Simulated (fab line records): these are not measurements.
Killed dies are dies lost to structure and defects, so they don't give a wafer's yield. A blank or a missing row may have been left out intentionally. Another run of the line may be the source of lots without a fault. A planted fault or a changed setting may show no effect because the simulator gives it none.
Which tool is to blame? | flow gf180mcu | 6 lots with 18 wafers sampled at 4 steps, on a route of 602 steps

== WHAT EACH GAUGE READ, for each wafer ==
GF_MVSD_OVL_MEAS_07.
lot  | measured    | on         | MVSD_OVL (nm)
L913 | day 5 03:19 | overlay-01 | 1.7 -1.4 0.4
L918 | day 6 07:34 | overlay-02 | 1.3 1.3 1.9
L921 | day 7 02:34 | overlay-01 | -1.1 0.3 0.8
L924 | day 7 19:34 | overlay-02 | -0.4 -2.5 -0.8
L926 | day 8 06:03 | overlay-01 | 1.0 0.1 3.0
L931 | day 9 11:42 | overlay-02 | - - -

== WHICH TOOL RAN EACH LOT (tool, then ch and the chambers of the sampled wafers, then the start) ==
lot  | GF_STI_ETCH_13                    | GF_STI_CMP_25                | GF_MVSD_EXPOSE_04
L913 | rie diel-03 ch 0,1,3, day 2 16:41 | cmp-02 ch 0,1,2, day 2 18:37 | iline stepper-02 ch 0, day 4 20:27
L918 | rie diel-03 ch 0,1,3, day 3 17:40 | cmp-01 ch 0,1,2, day 3 20:26 | iline stepper-01 ch 0, day 6 00:20
L921 | rie diel-01 ch 0,1, day 4 10:05   | cmp-01 ch 0,3, day 4 12:18   | iline stepper-02 ch 0, day 6 18:50
L924 | rie diel-02 ch 0,2, day 5 01:37   | cmp-01 ch 0,1, day 5 04:41   | iline stepper-01 ch 0, day 7 11:44
L926 | rie diel-03 ch 0,2,3, day 5 11:28 | cmp-01 ch 0,2,3, day 5 13:40 | iline stepper-01 ch 0, day 7 21:48
L931 | rie diel-03 ch 2,3, day 6 14:52   | cmp-01 ch 0,2,3, day 6 16:56 | iline stepper-01 ch 0, day 9 03:39
- GF_STI_ETCH_13: etches the open film in CHF3/O2, stops on Si, target depth 282.31 nm, time 112.9 s.
- GF_STI_CMP_25: polishes, stops on Si3N4, t overpolish 33 s, target thk 524.6 nm.
- GF_MVSD_EXPOSE_04: exposes mask MVSD, target cd 1000 nm.

== THE ANSWER, worked out from the rows above alone ==
Rule: what is usual is taken from the lots themselves. Put in order of their means at a reading, lots are off if they are a third of the lots or fewer, leave a main group of 4 or more, and stand apart from it by a gap of 3 or more times the standard deviation of the main group's means; of several such gaps the widest counts. Not used: any main group whose means are identical at the precision the tables above print for the reading. Also off: a lot with no number at a reading for which 4 or more lots have one. All remaining lots with rows at the step are treated as sound.
Off: at GF_MVSD_OVL_MEAS_07 (MVSD_OVL), L931. Without a number there: L931. The main group has a mean of 0.4 nm with a standard deviation of 1.
If a tool, at a process step before that reading, ran all the lots that are off and no sound lot after the first of them, it fits. The gauges at GF_MVSD_OVL_MEAS_07 are tried like those tools. Can't be told from this: 4 tools fit, rie diel-03 at GF_STI_ETCH_13, cmp-01 at GF_STI_CMP_25, iline stepper-01 at GF_MVSD_EXPOSE_04, overlay-02 at GF_MVSD_OVL_MEAS_07.

== WHAT HAD BEEN PUT IN BY THE SIMULATOR ==
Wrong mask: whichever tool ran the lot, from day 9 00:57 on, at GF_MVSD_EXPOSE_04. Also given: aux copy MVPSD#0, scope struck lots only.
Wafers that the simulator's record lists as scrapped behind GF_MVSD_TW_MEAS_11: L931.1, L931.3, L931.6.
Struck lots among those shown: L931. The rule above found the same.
